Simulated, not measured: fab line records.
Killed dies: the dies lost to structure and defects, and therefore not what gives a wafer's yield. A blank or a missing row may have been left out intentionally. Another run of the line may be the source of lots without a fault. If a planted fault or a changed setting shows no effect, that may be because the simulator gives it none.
Comparing a struck lot with a sound one / flow sky130 / 15 out of 708 route steps
Sound: wafers L252.2, L252.4, L252.5. Struck: wafer L265.4 (left out: L265.2, L265.3 of the same lot, which were not struck); the cause appears at the end.
At each step with rows: each side's tool, then ch and its chambers, then its first start. Under that, the readings that differ: sound wafers / struck wafers / difference of the means / sigmas: that difference in standard deviations of wafers without a fault.
alike: same words and numbers on both sides, and readings whose means sit less than 2 such deviations apart. not compared: any withheld reading, any reading some wafer has no value for, any bound like >300 that may hide the same value, and any number with overlapping values for which the record gives no deviation.
Wherever a step has rows on one side only, a row that says differs or no value, or a row with sigmas, the two part there. Numbers that have no deviation but don't overlap get no sigmas and don't part them. Lack of a reading on every wafer of one side parts them only where that side has two or more wafers.

first, 9 steps without rows for these wafers: SKY_CAP2M_CLEAN_17 (cleans in O3/DIW); SKY_METAL4_DEHYDRATE_05 (time 60 s); SKY_METAL4_HMDS_06 (prime time 60 s); SKY_METAL4_COAT_07 (resist thk 60 nm); SKY_METAL4_COAT_08 (resist thk 1140 nm); SKY_METAL4_SOFTBAKE_09 (time 90 s); SKY_METAL4_EXPOSE_10 (exposes mask MM4, target cd 300 nm); SKY_METAL4_PEB_11; SKY_METAL4_DEVELOP_12 (develop time 60 s).
SKY_METAL4_CD_MEAS_13: the cd target is 300 nm.
  sound on cd sem-02 at day 43 13:28; struck on cd sem-02 at day 46 16:29
  alike: cd nm
SKY_METAL4_OVL_MEAS_14:
  sound on overlay-02 at day 43 13:35; struck on overlay-01 at day 46 16:35
  alike: METAL4_OVL
SKY_METAL4_DESCUM_15: chemistry O2, time 8 s.
  sound on rie metal-02 ch 0,1, day 43 13:37; struck on rie metal-02 ch 1, day 46 16:37
  alike: drypump motor current A, oes product au, rf fwd power W
  not compared: rf hours counter h
SKY_METAL4_ETCH_16: etches BARC in N2/H2, stops on SiO2, time 88.2 s, target depth 60 nm.
  sound on rie metal-02 ch 0,1, day 43 13:38; struck on rie metal-02 ch 1, day 46 16:38
reading=oes product au (a.u.); sound=0.626 0.628 0.630; struck=0.664; difference=+0.036; sigmas=+8
reading=run length s (s); sound=117.1 117.0 116.9; struck=109.6; difference=-7.4; sigmas=-17
  alike: drypump motor current A, throttle valve pct
  not compared: rf fwd power W, rf hours counter h
SKY_METAL4_ETCH_17: etches SiO2 in C4F8/O2/Ar, stops on TiN, time 3.9 s, target depth 15 nm.
  sound on rie diel-01 ch 1,2,3, day 43 13:44; struck on rie diel-02 ch 1, day 46 16:44
  alike: oes product au, rf fwd power W
  not compared: rf hours counter h
-- the record jumps here: 3 days lie between the struck wafers' starts before and after (it left off in module METAL4 and takes up again in module PAD_OPEN, whose first step shown is number 708 of the route) --
SKY_PAD_OPEN_PROBE_99:
  sound on prober-01 at day 47 10:59; struck on prober-01 at day 50 02:32
reading=defect limited yield (%); sound=80.3 81.3 76.6; struck=83.7; difference=+4.3; sigmas=+2
reading=killed dies; sound=97 92 115; struck=80; difference=-21; sigmas=-2
reading=killed open; sound=54 49 71; struck=41; difference=-17; sigmas=-3
reading=sort_bin_5_function (%); sound=13.0 11.2 14.0; struck=9.1; difference=-3.6; sigmas=-3
reading=sort n pass; sound=395 400 377; struck=412; difference=+21; sigmas=+2
reading=sort yield pct (%); sound=80.3 81.3 76.6; struck=83.7; difference=+4.3; sigmas=+2
  alike: killed_at_M0_to_M3, killed_at_M4_up, killed at contacts, killed at front end, killed at other, killed short, sort_bin_3_pad_short, sort_bin_6_memory

== WHERE THEY PART ==
Earliest at SKY_METAL4_ETCH_16; latest, in this record, at SKY_PAD_OPEN_PROBE_99.

WHY: the cause the simulator had injected
rie metal-02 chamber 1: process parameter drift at SKY_METAL4_ETCH_16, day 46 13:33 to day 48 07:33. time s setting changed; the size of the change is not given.
